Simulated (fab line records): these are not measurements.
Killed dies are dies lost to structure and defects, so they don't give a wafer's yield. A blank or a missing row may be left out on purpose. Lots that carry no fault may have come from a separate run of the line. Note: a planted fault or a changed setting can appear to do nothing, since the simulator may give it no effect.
What tool caused it? / flow gf180mcu / Sampling: 11 lots, 33 wafers, 5 of 602 route steps

WHAT THE GAUGES READ, wafer by wafer
GF_M1_RS_MEAS_05: measures by four-point-probe.
lot=L427; measured=day 16 03:52; on=film metro-02; M1_ALCU_RS (ohm/sq)=0.0689 0.0695 0.0687
lot=L430; measured=day 17 13:40; on=film metro-02; M1_ALCU_RS (ohm/sq)=0.0703 0.0695 0.0688
lot=L431; measured=day 17 23:22; on=film metro-02; M1_ALCU_RS (ohm/sq)=0.0700 0.0696 0.0699
lot=L433; measured=day 18 03:43; on=film metro-04; M1_ALCU_RS (ohm/sq)=0.0688 0.0687 0.0702
lot=L434; measured=day 19 01:13; on=film metro-02; M1_ALCU_RS (ohm/sq)=0.0701 0.0695 0.0709
lot=L436; measured=day 19 06:33; on=film metro-02; M1_ALCU_RS (ohm/sq)=0.0703 0.0710 0.0699
lot=L437; measured=day 19 12:29; on=film metro-02; M1_ALCU_RS (ohm/sq)=0.0685 0.0691 0.0700
lot=L445; measured=day 22 17:20; on=film metro-02; M1_ALCU_RS (ohm/sq)=0.0698 0.0706 0.0703
lot=L447; measured=day 23 09:25; on=film metro-04; M1_ALCU_RS (ohm/sq)=0.0697 0.0690 0.0695
lot=L448; measured=day 23 19:56; on=film metro-04; M1_ALCU_RS (ohm/sq)=0.0692 0.0699 0.0689
lot=L450; measured=day 24 03:35; on=film metro-03; M1_ALCU_RS (ohm/sq)=0.0686 0.0687 0.0684

GF_V1_RS_MEAS_24: measures by four-point-probe.
lot=L427; measured=day 18 03:47; on=film metro-02; V1_W_RS (ohm/sq)=0.321 0.322 0.324
lot=L430; measured=day 19 15:56; on=film metro-01; V1_W_RS (ohm/sq)=0.330 0.323 0.327
lot=L431; measured=day 20 01:10; on=film metro-01; V1_W_RS (ohm/sq)=0.324 0.326 0.327
lot=L433; measured=day 20 06:28; on=film metro-02; V1_W_RS (ohm/sq)=0.334 0.324 0.327
lot=L434; measured=day 21 04:22; on=film metro-02; V1_W_RS (ohm/sq)=44.080 44.132 44.211
lot=L436; measured=day 21 09:29; on=film metro-02; V1_W_RS (ohm/sq)=43.809 43.681 43.738
lot=L437; measured=day 21 14:49; on=film metro-02; V1_W_RS (ohm/sq)=43.638 43.636 43.898
lot=L445; measured=day 24 16:22; on=film metro-01; V1_W_RS (ohm/sq)=0.326 0.322 0.331
lot=L447; measured=day 25 08:04; on=film metro-02; V1_W_RS (ohm/sq)=0.323 0.327 0.319
lot=L448; measured=day 25 18:26; on=film metro-01; V1_W_RS (ohm/sq)=0.325 0.328 0.332
lot=L450; measured=day 26 01:44; on=film metro-02; V1_W_RS (ohm/sq)=0.322 0.328 0.331

GF_V1_THK_MEAS_25: measures by xrf.
lot=L427; measured=day 18 03:55; on=film metro-02; V1_W_THK (nm)=351 349 349
lot=L430; measured=day 19 16:03; on=film metro-01; V1_W_THK (nm)=342 353 348
lot=L431; measured=day 20 01:17; on=film metro-01; V1_W_THK (nm)=351 349 348
lot=L433; measured=day 20 06:35; on=film metro-02; V1_W_THK (nm)=337 343 344
lot=L434; measured=day 21 04:28; on=film metro-02; V1_W_THK (nm)=<0 <0 <0
lot=L436; measured=day 21 09:37; on=film metro-02; V1_W_THK (nm)=<0 <0 <0
lot=L437; measured=day 21 14:56; on=film metro-02; V1_W_THK (nm)=<0 <0 <0
lot=L445; measured=day 24 16:28; on=film metro-01; V1_W_THK (nm)=346 350 339
lot=L447; measured=day 25 08:11; on=film metro-02; V1_W_THK (nm)=349 345 353
lot=L448; measured=day 25 18:32; on=film metro-01; V1_W_THK (nm)=349 344 339
lot=L450; measured=day 26 01:51; on=film metro-02; V1_W_THK (nm)=351 346 340

WHAT TOOL EACH LOT RAN ON (gives the tool, then ch and the chambers of the sampled wafers, and finally the start)
lot=L427; GF_V1_ETCH_17=rie diel-04 ch 1,2, day 18 03:40 or earlier; GF_V1_CVD_23=cvd w-01 ch 0,1, day 18 03:40
lot=L430; GF_V1_ETCH_17=rie diel-02 ch 0,2,3, day 19 15:49 or earlier; GF_V1_CVD_23=cvd w-02 ch 0,1, day 19 15:49
lot=L431; GF_V1_ETCH_17=rie diel-02 ch 0,2,3, day 20 01:03 or earlier; GF_V1_CVD_23=cvd w-01 ch 0,1, day 20 01:03
lot=L433; GF_V1_ETCH_17=rie diel-03 ch 2,3, day 20 06:20 or earlier; GF_V1_CVD_23=cvd w-01 ch 0,1, day 20 06:20
lot=L434; GF_V1_ETCH_17=rie diel-04 ch 0,2, day 21 04:16 or earlier; GF_V1_CVD_23=cvd w-02 ch 0,1, day 21 04:16
lot=L436; GF_V1_ETCH_17=rie diel-04 ch 0,1,2, day 21 09:22 or earlier; GF_V1_CVD_23=cvd w-01 ch 0,1, day 21 09:22
lot=L437; GF_V1_ETCH_17=rie diel-02 ch 0,3, day 21 14:41 or earlier; GF_V1_CVD_23=cvd w-01 ch 0,1, day 21 14:41
lot=L445; GF_V1_ETCH_17=rie diel-03 ch 0,2,3, day 24 16:14 or earlier; GF_V1_CVD_23=cvd w-01 ch 0,1, day 24 16:14
lot=L447; GF_V1_ETCH_17=rie diel-02 ch 0,3, day 25 07:57 or earlier; GF_V1_CVD_23=cvd w-01 ch 0,1, day 25 07:57
lot=L448; GF_V1_ETCH_17=rie diel-02 ch 0,1,2, day 25 18:18 or earlier; GF_V1_CVD_23=cvd w-01 ch 0,1, day 25 18:18
lot=L450; GF_V1_ETCH_17=rie diel-02 ch 0,1,2, day 26 01:37 or earlier; GF_V1_CVD_23=cvd w-01 ch 0,1, day 26 01:37
- GF_V1_ETCH_17: etches SiO2 in C4F8/O2/Ar, stops on TiN, target depth 630 nm.
- GF_V1_CVD_23: deposits W, target thk 350 nm, time 105.05 s.

WHAT THE TOOLS THEMSELVES READ (means of the sampled wafers that have a number; where no wafer has one, the mark that the record gives instead)
GF_V1_ETCH_17.
lot=L427; tool=rie diel-04; oes product au (a.u.)=0.857
lot=L430; tool=rie diel-02; oes product au (a.u.)=0.856
lot=L431; tool=rie diel-02; oes product au (a.u.)=0.861
lot=L433; tool=rie diel-03; oes product au (a.u.)=0.858
lot=L434; tool=rie diel-04; oes product au (a.u.)=0.854
lot=L436; tool=rie diel-04; oes product au (a.u.)=0.857
lot=L437; tool=rie diel-02; oes product au (a.u.)=0.858
lot=L445; tool=rie diel-03; oes product au (a.u.)=0.859
lot=L447; tool=rie diel-02; oes product au (a.u.)=0.857
lot=L448; tool=rie diel-02; oes product au (a.u.)=0.855
lot=L450; tool=rie diel-02; oes product au (a.u.)=0.849

GF_V1_CVD_23.
lot=L427; tool=cvd w-01; chamber pressure Torr (Torr)=39.99; heater power outer w (W)=501; heater power w (W)=853
lot=L430; tool=cvd w-02; chamber pressure Torr (Torr)=39.94; heater power outer w (W)=437; heater power w (W)=746
lot=L431; tool=cvd w-01; chamber pressure Torr (Torr)=40.01; heater power outer w (W)=508; heater power w (W)=859
lot=L433; tool=cvd w-01; chamber pressure Torr (Torr)=40.05; heater power outer w (W)=517; heater power w (W)=878
lot=L434; tool=cvd w-02; chamber pressure Torr (Torr)=-; heater power outer w (W)=-; heater power w (W)=-
lot=L436; tool=cvd w-01; chamber pressure Torr (Torr)=-; heater power outer w (W)=-; heater power w (W)=-
lot=L437; tool=cvd w-01; chamber pressure Torr (Torr)=-; heater power outer w (W)=-; heater power w (W)=-
lot=L445; tool=cvd w-01; chamber pressure Torr (Torr)=39.91; heater power outer w (W)=509; heater power w (W)=874
lot=L447; tool=cvd w-01; chamber pressure Torr (Torr)=39.99; heater power outer w (W)=525; heater power w (W)=861
lot=L448; tool=cvd w-01; chamber pressure Torr (Torr)=40.00; heater power outer w (W)=496; heater power w (W)=852
lot=L450; tool=cvd w-01; chamber pressure Torr (Torr)=40.01; heater power outer w (W)=504; heater power w (W)=854

THE ANSWER, worked out from the rows above alone
Rule: usual is defined by the lots themselves. The widest of any qualifying gaps counts: lots, ordered by their means at a reading, are off when they make up no more than a third of the lots, leave a main group of 4 or more, and stand apart from it by 3 or more times the standard deviation of that group's means. Not used: any main group whose means are identical at the precision the tables above print for the reading. Also off: a lot with no number at a reading for which 4 or more lots have one. The other lots that the step has rows for count as sound. The gauges are gone through in route order, then the tools' own readings, and for those a lot's mean is taken as printed above. The first step at which some lot is off is used, and at that step the reading that is off furthest; a lot without a number counts as furthest.
Off: at GF_V1_RS_MEAS_24 (V1_W_RS), L434, L436, L437. The main group: mean 0.326 ohm/sq, standard deviation 0.0021.
If a tool, at a process step before that reading, ran all the lots that are off and no sound lot after the first of them, it fits. Not tried: the gauges at GF_V1_RS_MEAS_24; whatever is off there is also off at GF_V1_CVD_23, on other tools, and gauge error can't account for it. GF_V1_ETCH_17 gives no start for some lots, so the hours and the order of its lots are those of GF_V1_CVD_23. Of those tried, none fits.

WHAT THE SIMULATOR HAD INSERTED
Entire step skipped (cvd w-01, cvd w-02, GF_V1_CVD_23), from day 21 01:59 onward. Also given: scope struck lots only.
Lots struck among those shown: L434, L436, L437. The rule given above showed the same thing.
